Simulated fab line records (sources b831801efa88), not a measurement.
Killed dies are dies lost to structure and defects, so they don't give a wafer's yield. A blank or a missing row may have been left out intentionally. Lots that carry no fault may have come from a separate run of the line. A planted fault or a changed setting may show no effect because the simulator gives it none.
Lot-split experiment	flow gf180mcu	5 lots, 23 wafers read, on a route of 602 steps

## ON THE SPLIT
At GF_NSD_DEVELOP_06 (develop time 60 s), the setting develop-time-s was moved away from the recipe's 60 s on 7 of the 23 wafers read, by -9.5% to +11.2%. All remaining wafers had this setting at the recipe value.

Split to reading: the file shows no intervening step.

## THE READING
Shown in nm: cd-nm at GF_NSD_CD_MEAS_07, with target cd 400 nm. On this fab line, fault-free wafers typically give 400.5 nm with a standard deviation of 2 nm.

wafer	tool, chamber at the split	develop-time-s as run, s	against the recipe	cd-nm, nm	against lot-mates on the recipe
L074.1	litho-track-01, 0	60	recipe	400.1	-
L074.2	litho-track-01, 0	60	recipe	400.9	-
L074.3	litho-track-01, 0	60	recipe	401.4	-
L074.4	litho-track-01, 0	66.74	+11.2%	410.4	+9.6
L074.5	litho-track-01, 0	66.74	+11.2%	409.9	+9.1
L076.2	litho-track-02, 0	60	recipe	399.6	-
L076.3	litho-track-02, 0	60	recipe	403.5	-
L076.6	litho-track-02, 0	60	recipe	401.2	-
L077.1	litho-track-01, 0	54.3	-9.5%	391.7	-9.2
L077.3	litho-track-01, 0	60	recipe	400.7	-
L077.4	litho-track-01, 0	54.3	-9.5%	390.2	-10.7
L077.5	litho-track-01, 0	60	recipe	401.1	-
L077.6	litho-track-01, 0	54.3	-9.5%	390.8	-10.1
L082.2	litho-track-02, 0	60	recipe	399.4	-
L082.3	litho-track-02, 0	60	recipe	397.0	-
L082.4	litho-track-02, 0	60	recipe	397.7	-
L082.5	litho-track-02, 0	60	recipe	398.8	-
L082.6	litho-track-02, 0	60	recipe	399.2	-
L084.1	litho-track-01, 0	60	recipe	402.5	-
L084.2	litho-track-01, 0	60	recipe	403.6	-
L084.3	litho-track-01, 0	57.26	-4.6%	398.7	-4.9
L084.4	litho-track-01, 0	57.26	-4.6%	398.8	-4.8
L084.5	litho-track-01, 0	60	recipe	404.6	-

THE FIT
A straight line over all 23 wafers: cd-nm changes by +0.901 nm for each +1% of develop-time-s; r = +0.92; the points scatter about the line by 2 nm.
The same after taking each lot's own level away (the mean of its wafers on the recipe; 23 wafers): +0.947 nm for each +1%; r = +0.98; scatter 1 nm.
That fit puts the effect of the largest move of develop-time-s on the reading at 11 nm.
Measured against the standard deviation above, the lots' own levels, which go from 398.42 to 403.57 nm, span 2.6 times it.
Consequently the slope shifts little with the lot-to-lot level, the two slopes agreeing.
Check: +10.7 nm against its lot-mates is what the line predicts for one of the wafers moved furthest among these (+11.2%) when that wafer is left out of the fit. Against them it came out at +9.6 nm.

## OTHER SPLITS APPLIED TO THESE WAFERS
Other splits were also applied to these wafers ahead of the reading. Each is held against what the fit with the lots' levels taken away leaves over:
other split on the same wafers	wafers away from the commonest value	r with cd-nm (lot level and that fit taken away)
GF_HV_LDD_IMPLANT_48 dose-cm2	10	-0.01

## FILE'S OWN FIT
cd-nm changes by +0.934 nm for each +1% of develop-time-s, r = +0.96.
